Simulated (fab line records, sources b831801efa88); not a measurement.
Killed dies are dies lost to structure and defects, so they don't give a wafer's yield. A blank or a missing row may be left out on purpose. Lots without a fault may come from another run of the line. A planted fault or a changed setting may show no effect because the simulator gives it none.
Which tool did it? | flow sky130 | 15 lots, 45 wafers sampled, at 4 steps of a route of 708

WHAT THE GAUGES READ, wafer by wafer
SKY_VT_ADJUST_HVTP_CD_MEAS_07: target cd 380 nm. Usual: cd_nm 380.7 nm, standard deviation 2.
lot  | measured     | on        | cd_nm (nm)        | flag
L776 | day 6 06:46  | cd_sem-02 | 379.6 381.1 378.9 |
L777 | day 6 13:05  | cd_sem-01 | 380.5 381.6 382.5 |
L778 | day 6 16:48  | cd_sem-02 | 379.8 382.5 380.4 |
L780 | day 7 07:58  | cd_sem-02 | 379.6 378.5 380.6 |
L781 | day 7 13:45  | cd_sem-02 | 378.6 378.3 380.4 |
L782 | day 7 20:35  | cd_sem-02 | 378.2 378.3 377.5 |
L783 | day 8 04:32  | cd_sem-02 | 380.5 380.4 379.9 |
L784 | day 8 19:19  | cd_sem-01 | 379.7 380.7 380.4 |
L791 | day 10 17:08 | cd_sem-01 | 383.1 379.2 381.3 |
L790 | day 10 18:05 | cd_sem-02 | 383.0 382.5 383.8 |
L792 | day 10 23:25 | cd_sem-01 | 378.6 377.7 381.3 |
L793 | day 11 00:44 | cd_sem-02 | 385.6 382.1 385.5 |
L794 | day 11 04:31 | cd_sem-01 | 380.5 380.4 381.4 |
L797 | day 12 01:08 | cd_sem-02 | 379.5 383.4 382.1 |
L798 | day 12 12:41 | cd_sem-02 | 376.6 378.0 379.6 |

SKY_LDD_HVN_TW_MEAS_10. Usual: LDD_HVN_TW 1414, standard deviation 21.
lot  | measured     | on            | LDD_HVN_TW     | flag
L776 | day 20 10:32 | film_metro-01 | 1394 1387 1393 |
L777 | day 20 21:59 | film_metro-01 | 1396 1397 1388 |
L778 | day 21 01:47 | film_metro-04 | 1410 1410 1410 |
L780 | day 21 23:08 | film_metro-02 | 1460 1453 1451 |
L781 | day 22 10:38 | film_metro-04 | 1433 1426 1430 |
L782 | day 22 20:11 | film_metro-02 | 1460 1466 1464 |
L783 | day 23 04:16 | film_metro-04 | 1415 1417 1415 |
L784 | day 24 05:23 | film_metro-02 | 1428 1436 1438 |
L791 | day 26 18:13 | film_metro-01 | 1395 1400 1397 |
L790 | day 26 17:56 | film_metro-04 | 1411 1417 1420 |
L792 | day 26 20:34 | film_metro-01 | 1384 1396 1391 |
L793 | day 27 01:01 | film_metro-04 | 1405 1413 1417 |
L794 | day 27 06:32 | film_metro-02 | 1433 1435 1433 |
L797 | day 28 07:52 | film_metro-04 | 1422 1417 1426 |
L798 | day 29 03:52 | film_metro-02 | 1437 1445 1441 |

WHICH TOOL RAN EACH LOT (tool, then ch and the chambers of the sampled wafers, then the start)
lot  | SKY_NWELL_STRIP_25                   | SKY_LDD_N_EXPOSE_04
L776 | plasma_asher-03 ch 0,1, day 5 13:14  | iline_stepper-01 ch 0, day 17 05:45
L777 | plasma_asher-03 ch 0,1, day 5 19:25  | iline_stepper-02 ch 0, day 17 16:37
L778 | plasma_asher-04 ch 0,1, day 5 22:32  | iline_stepper-01 ch 0, day 17 21:38
L780 | plasma_asher-03 ch 0,1, day 6 12:37  | iline_stepper-02 ch 0, day 18 16:55
L781 | plasma_asher-01 ch 0,1, day 6 17:52  | iline_stepper-01 ch 0, day 19 05:44
L782 | plasma_asher-03 ch 0,1, day 7 00:42  | iline_stepper-02 ch 0, day 19 14:51
L783 | plasma_asher-01 ch 0,1, day 7 09:07  | iline_stepper-02 ch 0, day 19 23:52
L784 | plasma_asher-01 ch 0,1, day 7 22:31  | iline_stepper-01 ch 0, day 20 23:22
L791 | plasma_asher-01 ch 0,1, day 9 18:40  | iline_stepper-01, day 23 15:16
L790 | plasma_asher-01 ch 0,1, day 9 19:52  | iline_stepper-01, day 23 13:50
L792 | plasma_asher-03 ch 0,1, day 10 00:04 | iline_stepper-02, day 23 17:16
L793 | plasma_asher-01 ch 0,1, day 10 01:38 | iline_stepper-02 ch 0, day 23 23:08
L794 | plasma_asher-01 ch 0,1, day 10 06:08 | iline_stepper-01 ch 0, day 24 03:42
L797 | plasma_asher-01 ch 0,1, day 11 01:11 | iline_stepper-01 ch 0, day 25 07:04
L798 | plasma_asher-03 ch 0,1, day 11 11:50 | iline_stepper-01 ch 0, day 26 02:26
- SKY_NWELL_STRIP_25: strips in O2/N2.
- SKY_LDD_N_EXPOSE_04: exposes mask NTM, target cd 840 nm.

WHAT THE TOOLS THEMSELVES READ (means of the sampled wafers that have a number; where no wafer has one, the mark that the record gives instead)
SKY_NWELL_STRIP_25. Usual: drypump_motor_current_A 5.7 A, standard deviation 0.42; oes_product_au 0.723 a.u., standard deviation 0.0042; strip_time_to_endpoint_s 36.88 s, standard deviation 0.077.
lot  | tool            | drypump_motor_current_A (A) | oes_product_au (a.u.) | strip_time_to_endpoint_s (s) | flag
L776 | plasma_asher-03 | 5.9                         | 0.725                 | 36.92                        |
L777 | plasma_asher-03 | 6.0                         | 0.724                 | 36.91                        |
L778 | plasma_asher-04 | 5.3                         | 0.720                 | 36.92                        |
L780 | plasma_asher-03 | 5.9                         | 0.724                 | 36.86                        |
L781 | plasma_asher-01 | 5.4                         | 0.722                 | 36.82                        |
L782 | plasma_asher-03 | 6.0                         | 0.723                 | 36.99                        |
L783 | plasma_asher-01 | 5.3                         | 0.724                 | 36.92                        |
L784 | plasma_asher-01 | 5.4                         | 0.726                 | 36.96                        |
L791 | plasma_asher-01 | 5.6                         | 0.722                 | 36.90                        |
L790 | plasma_asher-01 | 5.4                         | 0.722                 | 36.88                        |
L792 | plasma_asher-03 | 5.9                         | 0.723                 | 36.98                        |
L793 | plasma_asher-01 | 5.6                         | 0.724                 | 36.85                        |
L794 | plasma_asher-01 | 5.6                         | 0.721                 | 36.85                        |
L797 | plasma_asher-01 | 5.4                         | 0.720                 | 36.84                        |
L798 | plasma_asher-03 | 5.9                         | 0.725                 | 36.85                        |

SKY_LDD_N_EXPOSE_04. Usual: exposure_dose_mJ_cm2 110.01, standard deviation 0.11; focus_offset_nm 0.0 nm, standard deviation 0.62.
lot  | tool             | exposure_dose_mJ_cm2 | focus_offset_nm (nm) | flag
L776 | iline_stepper-01 | 110.07               | -0.2                 |
L777 | iline_stepper-02 | 109.98               | -0.6                 |
L778 | iline_stepper-01 | 109.98               | 0.6                  |
L780 | iline_stepper-02 | 109.98               | 0.0                  |
L781 | iline_stepper-01 | 110.02               | 0.3                  |
L782 | iline_stepper-02 | 110.08               | 0.8                  |
L783 | iline_stepper-02 | 110.08               | -0.6                 |
L784 | iline_stepper-01 | 109.95               | 0.7                  |
L791 | iline_stepper-01 | -                    | -                    | OFF
L790 | iline_stepper-01 | -                    | -                    | OFF
L792 | iline_stepper-02 | -                    | -                    | OFF
L793 | iline_stepper-02 | 109.91               | 0.3                  |
L794 | iline_stepper-01 | 110.12               | 0.2                  |
L797 | iline_stepper-01 | 110.04               | 0.2                  |
L798 | iline_stepper-01 | 109.84               | -0.4                 |

THE ANSWER, worked out from the rows above alone
Rule: a lot is off if the mean of its wafers that have a number lies more than 3 standard deviations from the usual mean. A lot without any number at a reading at which 4 lots or more have one is off too. The other lots that the step has rows for count as sound. The gauges are gone through in route order, then the tools' own readings, and for those a lot's mean is taken as printed above. The first step at which some lot is off is used, and at that step the reading that is off furthest; a lot without a number counts as furthest.
Off: L791, L790, L792, at SKY_LDD_N_EXPOSE_04 (exposure_dose_mJ_cm2). Without a number there: L791, L790, L792.
A tool fits if, at that step or a process step before it, it ran every lot that is off, and no sound lot after the first of them. None of those tried fits.

WHAT THE SIMULATOR HAD PUT IN
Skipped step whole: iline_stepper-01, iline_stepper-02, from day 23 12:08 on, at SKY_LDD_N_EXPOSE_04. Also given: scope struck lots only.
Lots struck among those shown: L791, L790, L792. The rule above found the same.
